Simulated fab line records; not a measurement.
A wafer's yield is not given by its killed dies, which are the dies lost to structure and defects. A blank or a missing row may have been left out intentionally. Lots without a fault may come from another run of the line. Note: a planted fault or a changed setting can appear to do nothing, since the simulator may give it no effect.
What tool caused it? || flow sky130 || 11 lots with 33 wafers sampled at 5 steps, on a route of 708 steps

WHAT EACH GAUGE READ, for each wafer
SKY_VIA2_THK_MEAS_01.
{"lot": "L515", "measured": "day 35 04:07", "on": "filmMetro-02", "VIA2_HDPCVD_THK (nm)": "1130 1145 1132"}
{"lot": "L518", "measured": "day 36 05:45", "on": "filmMetro-01", "VIA2_HDPCVD_THK (nm)": "1153 1131 1159"}
{"lot": "L520", "measured": "day 37 04:18", "on": "filmMetro-01", "VIA2_HDPCVD_THK (nm)": "1153 1148 1136"}
{"lot": "L523", "measured": "day 38 01:09", "on": "filmMetro-01", "VIA2_HDPCVD_THK (nm)": "1167 1155 1158"}
{"lot": "L524", "measured": "day 38 06:24", "on": "filmMetro-01", "VIA2_HDPCVD_THK (nm)": "1163 1142 1145"}
{"lot": "L525", "measured": "day 38 10:34", "on": "filmMetro-04", "VIA2_HDPCVD_THK (nm)": "1140 1121 1141"}
{"lot": "L532", "measured": "day 41 17:17", "on": "filmMetro-04", "VIA2_HDPCVD_THK (nm)": "1158 1158 1157"}
{"lot": "L533", "measured": "day 41 17:34", "on": "filmMetro-01", "VIA2_HDPCVD_THK (nm)": "1163 1165 1150"}
{"lot": "L534", "measured": "day 41 18:07", "on": "filmMetro-01", "VIA2_HDPCVD_THK (nm)": "1156 1150 1151"}
{"lot": "L536", "measured": "day 41 18:40", "on": "filmMetro-01", "VIA2_HDPCVD_THK (nm)": "1164 1151 1159"}
{"lot": "L535", "measured": "day 41 21:39", "on": "filmMetro-04", "VIA2_HDPCVD_THK (nm)": "1149 1148 1147"}

SKY_METAL4_CD_MEAS_13 targets a cd of 300 nm.
{"lot": "L515", "measured": "day 41 18:05", "on": "cdSem-01", "cdNm (nm)": "299.7 298.7 300.4"}
{"lot": "L518", "measured": "day 42 17:28", "on": "cdSem-01", "cdNm (nm)": "299.6 299.2 298.6"}
{"lot": "L520", "measured": "day 43 13:08", "on": "cdSem-01", "cdNm (nm)": "299.4 299.0 299.1"}
{"lot": "L523", "measured": "day 44 05:20", "on": "cdSem-01", "cdNm (nm)": "280.1 247.6 271.0"}
{"lot": "L524", "measured": "day 44 13:35", "on": "cdSem-02", "cdNm (nm)": "297.5 299.3 299.9"}
{"lot": "L525", "measured": "day 44 15:52", "on": "cdSem-02", "cdNm (nm)": "277.0 290.3 290.3"}
{"lot": "L532", "measured": "day 47 11:08", "on": "cdSem-01", "cdNm (nm)": "300.9 300.3 301.3"}
{"lot": "L533", "measured": "day 47 12:19", "on": "cdSem-02", "cdNm (nm)": "299.2 300.1 302.0"}
{"lot": "L534", "measured": "day 47 12:35", "on": "cdSem-01", "cdNm (nm)": "302.7 303.2 302.9"}
{"lot": "L536", "measured": "day 47 13:47", "on": "cdSem-02", "cdNm (nm)": "299.0 299.1 299.7"}
{"lot": "L535", "measured": "day 47 15:28", "on": "cdSem-01", "cdNm (nm)": "300.1 301.0 299.6"}

TOOL THAT RAN EACH LOT (tool first, then ch and the chambers of the sampled wafers, then the start)
{"lot": "L515", "SKY_METAL2_STRIP_20": "plasmaAsher-01 ch 0,1, day 35 03:23", "SKY_VIA2_CMP_24": "cmp-01 ch 0,2,3, day 36 08:14", "SKY_METAL4_EXPOSE_10": "krfScanner-01 ch 0, day 41 07:04"}
{"lot": "L518", "SKY_METAL2_STRIP_20": "plasmaAsher-02 ch 0,1, day 36 04:59", "SKY_VIA2_CMP_24": "cmp-01 ch 0,3, day 37 09:18", "SKY_METAL4_EXPOSE_10": "krfScanner-02 ch 0, day 42 05:25"}
{"lot": "L520", "SKY_METAL2_STRIP_20": "plasmaAsher-03 ch 0,1, day 37 03:35", "SKY_VIA2_CMP_24": "cmp-02 ch 0,3, day 38 07:23", "SKY_METAL4_EXPOSE_10": "krfScanner-02 ch 0, day 43 00:13"}
{"lot": "L523", "SKY_METAL2_STRIP_20": "plasmaAsher-03 ch 0,1, day 38 00:25", "SKY_VIA2_CMP_24": "cmp-01 ch 1,2, day 39 04:18", "SKY_METAL4_EXPOSE_10": "krfScanner-02 ch 0, day 43 19:06"}
{"lot": "L524", "SKY_METAL2_STRIP_20": "plasmaAsher-03 ch 0,1, day 38 05:41", "SKY_VIA2_CMP_24": "cmp-02 ch 0,2,3, day 39 09:23", "SKY_METAL4_EXPOSE_10": "krfScanner-01 ch 0, day 44 00:46"}
{"lot": "L525", "SKY_METAL2_STRIP_20": "plasmaAsher-03 ch 0,1, day 38 09:50", "SKY_VIA2_CMP_24": "cmp-01 ch 0,1,3, day 39 13:17", "SKY_METAL4_EXPOSE_10": "krfScanner-02 ch 0, day 44 03:01"}
{"lot": "L532", "SKY_METAL2_STRIP_20": "plasmaAsher-03 ch 0,1, day 41 16:16", "SKY_VIA2_CMP_24": "cmp-01 ch 0,1, day 42 18:43", "SKY_METAL4_EXPOSE_10": "krfScanner-02 ch 0, day 47 01:05"}
{"lot": "L533", "SKY_METAL2_STRIP_20": "plasmaAsher-02 ch 0,1, day 41 16:23", "SKY_VIA2_CMP_24": "cmp-01 ch 0,2, day 42 19:19", "SKY_METAL4_EXPOSE_10": "krfScanner-02 ch 0, day 47 02:09"}
{"lot": "L534", "SKY_METAL2_STRIP_20": "plasmaAsher-03 ch 0,1, day 41 17:19", "SKY_VIA2_CMP_24": "cmp-02 ch 0,1,3, day 42 19:47", "SKY_METAL4_EXPOSE_10": "krfScanner-02 ch 0, day 47 02:15"}
{"lot": "L536", "SKY_METAL2_STRIP_20": "plasmaAsher-03 ch 0,1, day 41 17:49", "SKY_VIA2_CMP_24": "cmp-02 ch 0,3, day 42 20:35", "SKY_METAL4_EXPOSE_10": "krfScanner-02 ch 0, day 47 03:32"}
{"lot": "L535", "SKY_METAL2_STRIP_20": "plasmaAsher-02 ch 0,1, day 41 20:52", "SKY_VIA2_CMP_24": "cmp-02 ch 1,2,3, day 42 23:14", "SKY_METAL4_EXPOSE_10": "krfScanner-02 ch 0, day 47 05:49"}
- SKY_METAL2_STRIP_20: strips in O2/N2.
- SKY_VIA2_CMP_24: polishes, stops on SiO2, t overpolish 20 s, target thk 0 nm.
- SKY_METAL4_EXPOSE_10: exposes mask MM4, target cd 300 nm.

AS READ BY THE TOOLS THEMSELVES (means over the sampled wafers that have a number; for cases with no such wafer, the mark the record gives instead)
SKY_METAL2_STRIP_20.
{"lot": "L515", "tool": "plasmaAsher-01", "chamberPressureMTorr (mTorr)": 1499.8, "drypumpMotorCurrentA (A)": 6.3, "oesProductAu (a.u.)": 0.342, "stripTimeToEndpointS (s)": 2.63}
{"lot": "L518", "tool": "plasmaAsher-02", "chamberPressureMTorr (mTorr)": 1501.5, "drypumpMotorCurrentA (A)": 5.5, "oesProductAu (a.u.)": 0.345, "stripTimeToEndpointS (s)": 2.68}
{"lot": "L520", "tool": "plasmaAsher-03", "chamberPressureMTorr (mTorr)": 1499.6, "drypumpMotorCurrentA (A)": 5.6, "oesProductAu (a.u.)": 0.342, "stripTimeToEndpointS (s)": 2.70}
{"lot": "L523", "tool": "plasmaAsher-03", "chamberPressureMTorr (mTorr)": 1500.6, "drypumpMotorCurrentA (A)": 5.4, "oesProductAu (a.u.)": 0.347, "stripTimeToEndpointS (s)": 2.75}
{"lot": "L524", "tool": "plasmaAsher-03", "chamberPressureMTorr (mTorr)": 1500.7, "drypumpMotorCurrentA (A)": 5.6, "oesProductAu (a.u.)": 0.345, "stripTimeToEndpointS (s)": 2.72}
{"lot": "L525", "tool": "plasmaAsher-03", "chamberPressureMTorr (mTorr)": 1500.0, "drypumpMotorCurrentA (A)": 5.6, "oesProductAu (a.u.)": 0.350, "stripTimeToEndpointS (s)": 2.71}
{"lot": "L532", "tool": "plasmaAsher-03", "chamberPressureMTorr (mTorr)": 1501.8, "drypumpMotorCurrentA (A)": 5.6, "oesProductAu (a.u.)": 0.339, "stripTimeToEndpointS (s)": 2.70}
{"lot": "L533", "tool": "plasmaAsher-02", "chamberPressureMTorr (mTorr)": 1499.4, "drypumpMotorCurrentA (A)": 5.4, "oesProductAu (a.u.)": 0.343, "stripTimeToEndpointS (s)": 2.70}
{"lot": "L534", "tool": "plasmaAsher-03", "chamberPressureMTorr (mTorr)": 1499.7, "drypumpMotorCurrentA (A)": 5.4, "oesProductAu (a.u.)": 0.346, "stripTimeToEndpointS (s)": 2.69}
{"lot": "L536", "tool": "plasmaAsher-03", "chamberPressureMTorr (mTorr)": 1499.0, "drypumpMotorCurrentA (A)": 5.6, "oesProductAu (a.u.)": 0.341, "stripTimeToEndpointS (s)": 2.68}
{"lot": "L535", "tool": "plasmaAsher-02", "chamberPressureMTorr (mTorr)": 1499.4, "drypumpMotorCurrentA (A)": 5.5, "oesProductAu (a.u.)": 0.345, "stripTimeToEndpointS (s)": 2.71}

SKY_VIA2_CMP_24.
{"lot": "L515", "tool": "cmp-01", "motorCurrentA (A)": 10.7, "overpolishRunS (s)": 19.996, "timeToEndpointS (s)": 102.6}
{"lot": "L518", "tool": "cmp-01", "motorCurrentA (A)": 10.2, "overpolishRunS (s)": 20.004, "timeToEndpointS (s)": 100.0}
{"lot": "L520", "tool": "cmp-02", "motorCurrentA (A)": 10.0, "overpolishRunS (s)": 19.991, "timeToEndpointS (s)": 103.7}
{"lot": "L523", "tool": "cmp-01", "motorCurrentA (A)": 10.5, "overpolishRunS (s)": 20.002, "timeToEndpointS (s)": 107.0}
{"lot": "L524", "tool": "cmp-02", "motorCurrentA (A)": 10.9, "overpolishRunS (s)": 20.001, "timeToEndpointS (s)": 100.1}
{"lot": "L525", "tool": "cmp-01", "motorCurrentA (A)": 10.8, "overpolishRunS (s)": 20.003, "timeToEndpointS (s)": 100.5}
{"lot": "L532", "tool": "cmp-01", "motorCurrentA (A)": 10.8, "overpolishRunS (s)": 19.997, "timeToEndpointS (s)": 104.0}
{"lot": "L533", "tool": "cmp-01", "motorCurrentA (A)": 10.3, "overpolishRunS (s)": 19.993, "timeToEndpointS (s)": 100.1}
{"lot": "L534", "tool": "cmp-02", "motorCurrentA (A)": 9.9, "overpolishRunS (s)": 19.993, "timeToEndpointS (s)": 101.0}
{"lot": "L536", "tool": "cmp-02", "motorCurrentA (A)": 9.9, "overpolishRunS (s)": 20.007, "timeToEndpointS (s)": 99.6}
{"lot": "L535", "tool": "cmp-02", "motorCurrentA (A)": 10.5, "overpolishRunS (s)": 20.005, "timeToEndpointS (s)": 103.4}

SKY_METAL4_EXPOSE_10.
{"lot": "L515", "tool": "krfScanner-01", "exposureDoseMJCm2": 27.990}
{"lot": "L518", "tool": "krfScanner-02", "exposureDoseMJCm2": 27.972}
{"lot": "L520", "tool": "krfScanner-02", "exposureDoseMJCm2": 27.992}
{"lot": "L523", "tool": "krfScanner-02", "exposureDoseMJCm2": 26.701}
{"lot": "L524", "tool": "krfScanner-01", "exposureDoseMJCm2": 28.002}
{"lot": "L525", "tool": "krfScanner-02", "exposureDoseMJCm2": 26.704}
{"lot": "L532", "tool": "krfScanner-02", "exposureDoseMJCm2": 27.994}
{"lot": "L533", "tool": "krfScanner-02", "exposureDoseMJCm2": 27.985}
{"lot": "L534", "tool": "krfScanner-02", "exposureDoseMJCm2": 27.924}
{"lot": "L536", "tool": "krfScanner-02", "exposureDoseMJCm2": 27.990}
{"lot": "L535", "tool": "krfScanner-02", "exposureDoseMJCm2": 27.968}

THE ANSWER, worked out from the rows above alone
Rule: the lots themselves supply what counts as usual. Put in order of their means at a reading, lots are off if they are a third of the lots or fewer, leave a main group of 4 or more, and stand apart from it by a gap of 3 or more times the standard deviation of the main group's means; of several such gaps the widest counts. Not used: any main group whose means are identical at the precision the tables above print for the reading. Also off: a lot with no number at a reading for which 4 or more lots have one. Any other lot the step has rows for is counted as sound. Order of review: gauges by route order, followed by the tools' own readings, for which a lot's mean as printed above is used. At the first step where some lot is off, the reading lying furthest off is the one used; lots without a number count as furthest.
Off: L523, L525, at SKY_METAL4_CD_MEAS_13 (cdNm). Mean 300.1 nm and standard deviation 1.2 in the main group.
If a tool, at a process step before that reading, ran all the lots that are off and no sound lot after the first of them, it fits. Not tried: the gauges at SKY_METAL4_CD_MEAS_13; whatever is off there is also off at SKY_METAL4_EXPOSE_10, on other tools, and gauge error can't account for it. No candidate that was tried fits.

WHAT WAS PUT IN BY THE SIMULATOR
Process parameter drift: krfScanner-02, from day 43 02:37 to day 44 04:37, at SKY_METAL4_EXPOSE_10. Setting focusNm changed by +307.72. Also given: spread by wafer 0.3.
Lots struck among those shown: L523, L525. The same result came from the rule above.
